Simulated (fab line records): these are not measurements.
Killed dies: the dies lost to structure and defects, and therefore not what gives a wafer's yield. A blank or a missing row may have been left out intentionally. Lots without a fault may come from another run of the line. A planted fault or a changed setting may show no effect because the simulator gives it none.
Chamber matching | flow sky130 | 4 sister chambers for SKY_FIELD_ISO_CMP_27 on cmp-01
The step polishes, stops on Si3N4, t overpolish 16 s, target thk 457.8 nm. 14 wafers are shown with their chamber, then 7 later ones without.

== WAFERS WITH THEIR CHAMBER ==
wafer  | chamber | motor-current-A (A) | overpolish-run-s (s) | time-to-endpoint-s (s)
L618.2 | 3       | 13.4                | 16.005               | 114
L618.5 | 2       | 12.0                | 16.025               | 110
L618.6 | 1       | 11.7                | 16.010               | 107
L619.2 | 1       | 11.7                | 16.008               | 114
L619.3 | 3       | 13.7                | 15.997               | 116
L619.4 | 2       | 12.1                | 16.002               | 114
L625.3 | 3       | 12.8                | 16.004               | 118
L625.4 | 2       | 11.8                | 15.990               | 115
L625.6 | 0       | 14.6                | 16.023               | 112
L626.1 | 0       | 15.0                | 16.011               | 106
L626.3 | 2       | 12.1                | 16.016               | 106
L626.4 | 3       | 12.6                | 16.014               | 111
L628.2 | 2       | 12.1                | 16.002               | 107
L628.4 | 3       | 13.0                | 16.014               | 108

SIGNATURES (means of the wafers above)
reading            | chamber 0 | chamber 1 | chamber 2 | chamber 3 | scatter within a chamber
motor-current-A    | 14.800    | 11.700    | 12.020    | 13.100    | 0.308
overpolish-run-s   | 16.01700  | 16.00900  | 16.00700  | 16.00680  | 0.0101
time-to-endpoint-s | 109.00    | 110.50    | 110.40    | 113.40    | 4.13
Rule: a wafer's distance from a chamber is the root of the sum, over the readings, of the square of ((its reading less the chamber's mean) divided by the reading's scatter). If the next closest chamber is less than 2 further off than the closest, the wafer can't be placed; otherwise it belongs to the closest. The scatter: the root of (the sum of the squares of (reading less its chamber's mean) over the shown wafers, divided by (wafers less chambers)).

== WAFERS WITHOUT THEIR CHAMBER ==
wafer  | motor-current-A (A) | overpolish-run-s (s) | time-to-endpoint-s (s)
L628.6 | 15.7                | 15.983               | 105
L634.1 | 14.8                | 16.006               | 106
L634.2 | 12.5                | 15.998               | 112
L634.4 | 11.9                | 16.014               | 110
L637.2 | 11.8                | 15.994               | 103
L637.5 | 12.6                | 16.009               | 113
L637.6 | 11.9                | 16.009               | 108

== THE CHAMBER EACH PASSED THROUGH ==
wafer  | from the rows above          | in truth
L628.6 | 0                            | 0
L634.1 | 0                            | 0
L634.2 | can't be placed: 2 or 3 or 1 | 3
L634.4 | can't be placed: 2 or 1      | 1
L637.2 | can't be placed: 2 or 1      | 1
L637.5 | can't be placed: 3 or 2 or 1 | 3
L637.6 | can't be placed: 2 or 1      | 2
Placed correctly: 2 of 7. Unplaceable from these rows: 5, with the true chamber sitting among the candidates in 5. 0 placed wrongly.
